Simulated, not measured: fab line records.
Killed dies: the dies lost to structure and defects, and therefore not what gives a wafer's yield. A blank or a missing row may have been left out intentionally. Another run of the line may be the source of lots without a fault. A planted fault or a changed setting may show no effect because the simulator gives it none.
Chamber matching    flow sky130    SKY_POLY_CUT_ETCH_11 on rie-diel-04 has 4 sister chambers
The step etches Si3N4 in CF4/CH2F2/Ar, stops on poly-Si, time 42.5 s, target depth 60 nm. 18 wafers are shown with their chamber, then 9 later ones without.

== WAFERS PAIRED WITH THEIR CHAMBERS ==
wafer   chamber  oes-product-au (a.u.)  throttle-valve-pct (%)  cf4-flow-sccm (sccm)
L337.3  3        0.827                  15.004                  40.08
L337.4  0        0.842                  14.991                  39.87
L337.5  3        0.824                  14.993                  39.92
L341.2  3        0.822                  14.997                  39.90
L341.5  2        0.835                  14.997                  39.83
L341.6  1        0.825                  14.995                  39.88
L342.1  2        0.837                  14.976                  40.08
L342.2  3        0.826                  14.994                  39.88
L342.4  0        0.843                  14.991                  40.10
L344.1  1        0.838                  14.986                  39.92
L344.4  2        0.829                  14.993                  40.01
L344.6  3        0.836                  14.992                  39.96
L352.1  2        0.822                  14.993                  39.77
L352.4  1        0.822                  14.992                  40.00
L352.5  1        0.825                  15.001                  39.91
L354.1  1        0.825                  14.993                  40.01
L354.2  3        0.825                  14.990                  39.92
L354.3  0        0.832                  15.002                  39.91

SIGNATURES (averages over the wafers above)
reading             chamber 0  chamber 1  chamber 2  chamber 3  scatter within a chamber
oes-product-au      0.83900    0.82700    0.83075    0.82667    0.0059
throttle-valve-pct  14.99467   14.99340   14.98975   14.99500   0.00646
cf4-flow-sccm       39.9600    39.9440    39.9225    39.9433    0.0977
Rule: distance of a wafer from a chamber = root of the sum over the readings of ((wafer's reading minus chamber's mean) / reading's scatter) squared. The wafer belongs to the nearest chamber; if the next one is less than 2 further off, it can't be placed. The scatter: take each reading less its chamber's mean, square it, sum over the shown wafers, divide by the number of wafers less the number of chambers, and take the root.

== WAFERS WHOSE CHAMBER IS MISSING ==
wafer   oes-product-au (a.u.)  throttle-valve-pct (%)  cf4-flow-sccm (sccm)
L357.1  0.831                  14.990                  40.00
L357.2  0.830                  14.995                  39.66
L357.5  0.828                  14.989                  40.18
L358.1  0.833                  14.990                  40.07
L358.5  0.827                  14.985                  39.98
L358.6  0.835                  14.989                  39.90
L359.4  0.833                  14.994                  40.01
L359.5  0.826                  14.987                  39.96
L359.6  0.823                  15.004                  40.03

== CHAMBER TAKEN BY EACH ==
wafer   from the rows above                in truth
L357.1  can't be placed: 2 or 1 or 3 or 0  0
L357.2  can't be placed: 2 or 3 or 1 or 0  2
L357.5  can't be placed: 1 or 3 or 2 or 0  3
L358.1  can't be placed: 2 or 0 or 1 or 3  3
L358.5  can't be placed: 2 or 1 or 3 or 0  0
L358.6  can't be placed: 2 or 0 or 1 or 3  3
L359.4  can't be placed: 0 or 2 or 1 or 3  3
L359.5  can't be placed: 2 or 1 or 3 or 0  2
L359.6  can't be placed: 3 or 1 or 2 or 0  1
Correct placement for 0 of the 9. Can't be placed from these rows: 9 (the true chamber is among the candidates in 9). Wrongly placed: 0.
